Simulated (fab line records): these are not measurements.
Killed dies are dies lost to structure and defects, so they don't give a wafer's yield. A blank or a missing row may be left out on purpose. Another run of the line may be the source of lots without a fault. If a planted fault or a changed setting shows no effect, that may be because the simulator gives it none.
What tool caused it?	flow sky130	Sampling: 14 lots, 42 wafers, 4 of 708 route steps

WHAT THE GAUGES SHOWED, per wafer
SKY_RES_PROTECT_TW_MEAS_08. Usual: POLY_GATE_TW typically reads 4025, with standard deviation 27.
lot	measured	on	POLY_GATE_TW	flag
L130	day 15 00:18	filmMetro-04	4030 4028 4031	
L131	day 15 10:46	filmMetro-02	4015 4004 3997	
L132	day 15 14:49	filmMetro-03	4022 4025 3999	
L134	day 16 07:11	filmMetro-02	4044 4027 4042	
L135	day 16 15:22	filmMetro-04	4021 4034 4033	
L136	day 17 02:01	filmMetro-03	4016 4055 4015	
L137	day 17 19:20	filmMetro-03	4046 4052 4042	
L143	day 19 20:59	filmMetro-03	4026 4025 4053	
L145	day 20 22:01	filmMetro-02	3962 3980 3956	
L147	day 21 16:01	filmMetro-04	4056 4069 4062	
L148	day 21 17:55	filmMetro-04	4079 4073 4063	
L151	day 22 15:35	filmMetro-04	4043 4058 4041	
L152	day 23 01:56	filmMetro-02	3997 4013 4000	
L153	day 23 05:40	filmMetro-02	3989 3999 4009	

SKY_LDD_P_OVL_MEAS_08. Usual: LDD_P_OVL typically reads -0.1 nm, with standard deviation 1.1.
lot	measured	on	LDD_P_OVL (nm)	flag
L130	day 18 20:25	overlay-02	-0.9 -0.8 0.2	
L131	day 19 09:19	overlay-01	-0.4 -1.3 -0.5	
L132	day 19 12:28	overlay-02	0.1 1.2 0.2	
L134	day 20 07:43	overlay-02	0.4 -0.3 -0.8	
L135	day 20 14:31	overlay-02	-1.6 -0.5 -1.5	
L136	day 21 03:22	overlay-01	-0.4 -0.2 0.2	
L137	day 21 21:34	overlay-01	-2.0 -2.2 -2.7	
L143	day 23 21:13	overlay-02	1.0 0.3 1.1	
L145	day 24 21:19	overlay-02	-1.0 -1.0 -0.4	
L147	day 25 14:34	overlay-01	0.5 -0.4 -1.2	
L148	day 25 16:25	overlay-01	-1.0 0.6 -1.1	
L151	day 26 13:40	overlay-01	0.8 0.5 0.7	
L152	day 26 22:46	overlay-01	0.1 -0.1 -3.1	
L153	day 27 01:31	overlay-02	-2.3 0.1 0.7	

SKY_LDD_HVN_OVL_MEAS_07. Usual: LDD_HVN_OVL typically reads 0.6 nm, with standard deviation 1.4.
lot	measured	on	LDD_HVN_OVL (nm)	flag
L130	day 20 03:30	overlay-02	0.5 0.9 0.9	
L131	day 20 16:10	overlay-01	2.5 2.3 3.0	
L132	day 20 19:23	overlay-02	0.6 -0.2 0.2	
L134	day 21 14:02	overlay-01	0.6 0.2 -0.2	
L135	day 21 21:08	overlay-02	-1.4 -0.5 -1.1	
L136	day 22 08:59	overlay-02	0.4 -1.3 -1.6	
L137	day 23 04:15	overlay-02	-1.1 -1.1 -2.3	
L143	day 25 02:25	overlay-02	3.4 1.5 1.2	
L145	day 26 03:17	overlay-02	0.7 -1.8 -1.7	
L147	day 26 19:24	overlay-01	2.3 2.2 1.4	
L148	day 26 21:26	overlay-01	-0.3 -1.2 1.7	
L151	day 27 18:09	overlay-01	0.4 -0.3 -1.2	
L152	day 28 03:39	overlay-01	1.6 -0.7 2.5	
L153	day 28 06:23	overlay-02	-0.1 1.2 1.7	

WHICH TOOL RAN EACH LOT (tool, then ch and the chambers of the sampled wafers, then the start)
lot	SKY_LDD_N_IMPLANT_13
L130	implanter-01 ch 0, day 17 14:12
L131	implanter-02 ch 0, day 18 03:04
L132	implanter-02 ch 0, day 18 05:19
L134	implanter-01 ch 0, day 19 00:04
L135	implanter-03 ch 0, day 19 06:40
L136	implanter-01 ch 0, day 19 20:20
L137	implanter-01 ch 0, day 20 14:32
L143	implanter-02 ch 0, day 22 14:10
L145	implanter-02 ch 0, day 23 15:40
L147	implanter-03 ch 0, day 24 08:59
L148	implanter-03 ch 0, day 24 10:34
L151	implanter-03 ch 0, day 25 07:36
L152	implanter-01 ch 0, day 25 17:17
L153	implanter-01 ch 0, day 25 19:56
- SKY_LDD_N_IMPLANT_13

WHAT THE TOOLS THEMSELVES READ (means of the sampled wafers that have a number; where no wafer has one, the mark that the record gives instead)
SKY_LDD_N_IMPLANT_13. Usual: beamOnS 9.98 s, standard deviation 0.19; doseIonsCm2 5e+12, standard deviation 5.3e+09; faradayCurrentUA 28.3, standard deviation 0.53.
lot	tool	beamOnS (s)	doseIonsCm2	faradayCurrentUA	flag
L130	implanter-01	9.92	5e+12	28.5	
L131	implanter-02	9.92	5e+12	28.4	
L132	implanter-02	9.84	5e+12	28.7	
L134	implanter-01	9.87	5e+12	28.5	
L135	implanter-03	10.01	5e+12	28.1	
L136	implanter-01	10.00	5e+12	28.3	
L137	implanter-01	9.85	5e+12	28.7	
L143	implanter-02	10.07	8e+12	45.2	OFF
L145	implanter-02	9.81	8e+12	46.4	OFF
L147	implanter-03	9.93	5e+12	28.3	
L148	implanter-03	10.19	5e+12	27.6	
L151	implanter-03	9.89	5e+12	28.5	
L152	implanter-01	10.00	5e+12	28.2	
L153	implanter-01	9.83	5e+12	28.6	

THE ANSWER, worked out from the rows above alone
Rule: lot off if the mean of its wafers having a number is beyond 3 standard deviations from the usual mean. A lot without any number at a reading at which 4 lots or more have one is off too. Any other lot the step has rows for is counted as sound. After the gauges, taken in route order, come the tools' own readings; for these a lot's mean is taken, as printed above. The first step at which some lot is off is used, and at that step the reading that is off furthest; a lot without a number counts as furthest.
Off: L143, L145 (SKY_LDD_N_IMPLANT_13, doseIonsCm2).
If a tool, at that step or one of the process steps before it, ran each lot that is off and ran no sound lot following the first of them, it fits. One fits: SKY_LDD_N_IMPLANT_13 on implanter-02. Its last sound lot is L132 (day 18 05:19), its first lot that is off L143 (day 22 14:10): a fault that began between those two fits.
The tool's own readings at SKY_LDD_N_IMPLANT_13 bear it out: on the lots that are off they differ by more than 5 times the standard deviation of the sound lots' means. doseIonsCm2 reads 8e+12 there against 5e+12 on the sound lots; faradayCurrentUA reads 45.8 there against 28.4 on the sound lots.

WHAT WAS PUT IN BY THE SIMULATOR
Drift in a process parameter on implanter-02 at SKY_LDD_N_IMPLANT_13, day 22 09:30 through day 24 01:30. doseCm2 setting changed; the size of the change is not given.
Shown lots that were struck: L143, L145. The same result came from the rule above.
